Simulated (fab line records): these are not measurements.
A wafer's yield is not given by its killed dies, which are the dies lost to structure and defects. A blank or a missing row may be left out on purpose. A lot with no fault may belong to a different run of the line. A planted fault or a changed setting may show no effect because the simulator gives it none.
Which tool was responsible? / flow sky130 / Sampling: 12 lots, 36 wafers, 4 of 708 route steps

## WHAT THE GAUGES SHOWED, per wafer
SKY_METAL3_CD_MEAS_13 targets a cd of 300 nm.
lot=L075; measured=day 39 03:42; on=cd sem-02; cd nm (nm)=301.5 301.7 302.5
lot=L077; measured=day 39 04:56; on=cd sem-01; cd nm (nm)=299.5 300.0 299.4
lot=L079; measured=day 40 00:05; on=cd sem-02; cd nm (nm)=299.6 298.1 299.4
lot=L081; measured=day 40 15:23; on=cd sem-01; cd nm (nm)=298.4 298.1 297.9
lot=L083; measured=day 41 05:26; on=cd sem-01; cd nm (nm)=298.8 299.8 299.1
lot=L085; measured=day 41 17:26; on=cd sem-01; cd nm (nm)=299.7 297.1 299.4
lot=L087; measured=day 42 12:06; on=cd sem-01; cd nm (nm)=300.9 303.5 300.7
lot=L089; measured=day 42 18:05; on=cd sem-02; cd nm (nm)=298.1 299.7 301.0
lot=L091; measured=day 43 08:12; on=cd sem-01; cd nm (nm)=300.7 301.0 299.9
lot=L093; measured=day 44 05:02; on=cd sem-02; cd nm (nm)=300.1 297.6 299.8
lot=L095; measured=day 45 02:38; on=cd sem-02; cd nm (nm)=300.9 300.8 300.8
lot=L097; measured=day 45 17:05; on=cd sem-01; cd nm (nm)=299.2 297.2 297.7

## TOOL THAT RAN EACH LOT (tool first, then ch and the chambers of the sampled wafers, then the start)
lot=L075; SKY_METAL2_SPUTTER_00=pvd sputter-02, day 34 18:18; SKY_METAL2_SPUTTER_01=pvd sputter-02, day 34 18:19; SKY_VIA2_ETCH_15=rie diel-01 ch 1,2,3, day 36 23:08
lot=L077; SKY_METAL2_SPUTTER_00=pvd sputter-03, day 34 21:02; SKY_METAL2_SPUTTER_01=pvd sputter-03, day 34 21:04; SKY_VIA2_ETCH_15=rie diel-01 ch 1,2,3, day 37 02:02
lot=L079; SKY_METAL2_SPUTTER_00=pvd sputter-04, day 35 15:03; SKY_METAL2_SPUTTER_01=pvd sputter-04, day 35 15:05; SKY_VIA2_ETCH_15=rie diel-02 ch 0,2,3, day 37 20:46
lot=L081; SKY_METAL2_SPUTTER_00=pvd sputter-02, day 36 07:10; SKY_METAL2_SPUTTER_01=pvd sputter-02, day 36 07:11; SKY_VIA2_ETCH_15=rie diel-03 ch 1,2,3, day 38 12:08
lot=L083; SKY_METAL2_SPUTTER_00=pvd sputter-02, day 36 22:27; SKY_METAL2_SPUTTER_01=pvd sputter-02, day 36 22:29; SKY_VIA2_ETCH_15=rie diel-03 ch 0,3, day 39 03:32
lot=L085; SKY_METAL2_SPUTTER_00=pvd sputter-04, day 37 11:44; SKY_METAL2_SPUTTER_01=pvd sputter-04, day 37 11:46; SKY_VIA2_ETCH_15=rie diel-01 ch 0,1,2, day 39 15:44
lot=L087; SKY_METAL2_SPUTTER_00=pvd sputter-02, day 38 08:30; SKY_METAL2_SPUTTER_01=pvd sputter-02, day 38 08:32; SKY_VIA2_ETCH_15=rie diel-01 ch 1,2, day 40 10:17
lot=L089; SKY_METAL2_SPUTTER_00=pvd sputter-03, day 38 15:24; SKY_METAL2_SPUTTER_01=pvd sputter-03, day 38 15:25; SKY_VIA2_ETCH_15=rie diel-03 ch 0,2,3, day 40 17:32
lot=L091; SKY_METAL2_SPUTTER_00=pvd sputter-03, day 39 05:29; SKY_METAL2_SPUTTER_01=pvd sputter-03, day 39 05:31; SKY_VIA2_ETCH_15=rie diel-02 ch 0,2, day 41 07:35
lot=L093; SKY_METAL2_SPUTTER_00=pvd sputter-02, day 40 04:38; SKY_METAL2_SPUTTER_01=pvd sputter-02, day 40 04:40; SKY_VIA2_ETCH_15=rie diel-01 ch 0,1,2, day 42 05:26
lot=L095; SKY_METAL2_SPUTTER_00=pvd sputter-02, day 41 01:10; SKY_METAL2_SPUTTER_01=pvd sputter-02, day 41 01:11; SKY_VIA2_ETCH_15=rie diel-01 ch 0,2, day 43 04:08
lot=L097; SKY_METAL2_SPUTTER_00=pvd sputter-03, day 41 18:24; SKY_METAL2_SPUTTER_01=pvd sputter-03, day 41 18:25; SKY_VIA2_ETCH_15=rie diel-01 ch 0,3, day 43 19:05
- SKY_METAL2_SPUTTER_00: material Ti, target thk 15 nm, time 10 s.
- SKY_METAL2_SPUTTER_01: material TiN, target thk 20 nm, time 16.7 s.
- SKY_VIA2_ETCH_15: etches SiO2 in C4F8/O2/Ar, stops on TiN, target depth 546 nm, time 84 s.

## THE ANSWER, worked out from the rows above alone
Rule: usual is defined by the lots themselves. The widest of any qualifying gaps counts: lots, ordered by their means at a reading, are off when they make up no more than a third of the lots, leave a main group of 4 or more, and stand apart from it by 3 or more times the standard deviation of that group's means. A main group is skipped when, at the precision printed for the reading in the tables above, its means are all equal. Also off: a lot with no number at a reading for which 4 or more lots have one. Where the step has rows for the other lots, those lots are counted as sound.
No lot is off on any of the readings shown, so nothing can be concluded from this.

## WHAT HAD BEEN PUT IN BY THE SIMULATOR
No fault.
